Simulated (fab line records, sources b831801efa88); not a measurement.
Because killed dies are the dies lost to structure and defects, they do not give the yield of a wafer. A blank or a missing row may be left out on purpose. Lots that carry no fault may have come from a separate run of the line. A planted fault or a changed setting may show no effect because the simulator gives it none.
Problem report in the 8D (eight disciplines) form, filled by code	flow gf180mcu	the parts of the form that need people (team, actions taken, sign-off) are left out

## 1. WHAT IS WRONG
Wafers without a fault read 132.8 s, standard deviation 0.95; runLengthS at GF_M1_METAL_ETCH_16 reads a mean of 161.2 s on 3 wafers belonging to 2 lots. That is +30 standard deviations from the usual mean.
The step: etches the open film in Cl2/BCl3, stops on SiO2, target depth 627.5 nm, time 104.6 s.
First seen on wafer L313.1, day 22 08:13, on rieMetal-02. Wafers with a number at this step in the record: 33, from 11 lots. Rule for "out", or "out of limits": more than 4 standard deviations from the usual mean. The rest of the wafers with a number are treated as sound.

## 2. WHAT IT IS AND WHAT IT IS NOT
question	is	is not
which readings at this step	runLengthS, oesProductAu, throttleValvePct	biasW, drypumpMotorCurrentA, rfFwdPowerW
which lots	L313, L316	L300, L302, L304, L305, L309, L310, L314, L317, L322
which wafers of those lots	L313.1, L316.3, L316.5	L313.2, L313.6, L316.6
read on which tools	rieMetal-02	rieMetal-01, rieMetal-04
when	from day 22 08:13	up to then (20 sound wafers); but 10 sound wafers of L314, L316, L317, L322 came after

## 3. SUSPECTS, AND WHAT RULES EACH OUT
Counting: a tool at a process step up to the reading stays a suspect if it ran every lot that is out. Sound lots after the first of them don't rule it out here, since some wafers of a struck lot are sound.
- pvdSputter-04 at GF_SALICIDE_SPUTTER_03 (material TiN, target thk 20 nm, time 16.7 s): kept. It processed each lot that is out (first: L313, day 20 05:00); up to then, its last sound lot is L310 (day 19 04:44).
- rieMetal-02 at GF_M1_METAL_ETCH_16 (etches the open film in Cl2/BCl3, stops on SiO2, target depth 627.5 nm, time 104.6 s): kept. It processed each lot that is out (first: L313, day 22 08:13); up to then, its last sound lot is L309 (day 20 23:28). Its own readings are out on those wafers: oesProductAu, runLengthS, throttleValvePct.
- Within rieMetal-02 at GF_M1_METAL_ETCH_16, the wafers that are out were processed in chamber 0 and their sound lot-mates in chamber 1.
Left after counting: pvdSputter-04 at GF_SALICIDE_SPUTTER_03, rieMetal-02 at GF_M1_METAL_ETCH_16.

## 4. THE CAUSE (what the simulator had put in)
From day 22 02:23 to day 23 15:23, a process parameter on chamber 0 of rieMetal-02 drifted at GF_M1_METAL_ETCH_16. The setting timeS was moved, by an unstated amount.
After counting, 2 suspects remain, this tool included.

## 5. THE CHAIN OF EFFECTS, in route order
Each row: a reading where the mean over the struck wafers with a number is more than 3 standard deviations away from the usual. Scope: only readings with a usual standard deviation given in the record; hours: median across lots of the time from each lot's start at the first step in this table that gives one to its start at this step; sigmas: change in usual standard deviations.
hours	step	reading	usual	on struck wafers	change	sigmas
0	GF_M1_METAL_ETCH_16	oesProductAu	0.970 a.u.	0.848	-0.122	-18
0	GF_M1_METAL_ETCH_16	runLengthS	132.8 s	161.2	+28.4	+30
0	GF_M1_METAL_ETCH_16	throttleValvePct	28.251 %	28.385	+0.134	+12
0	GF_M1_STRIP_17	oesProductAu	0.559 a.u.	0.532	-0.027	-5.5
0	GF_M1_STRIP_17	stripTimeToEndpointS	7.91 s	7.23	-0.68	-14
Its process steps:
- GF_M1_METAL_ETCH_16: etches the open film in Cl2/BCl3, stops on SiO2, target depth 627.5 nm, time 104.6 s.
- GF_M1_STRIP_17: strips in O2/N2.

## 6. HOW IT WOULD HAVE BEEN CAUGHT EARLIER
The fault began at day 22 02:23; the first out-of-limits reading in this record came at day 22 08:13, 6 hours later.
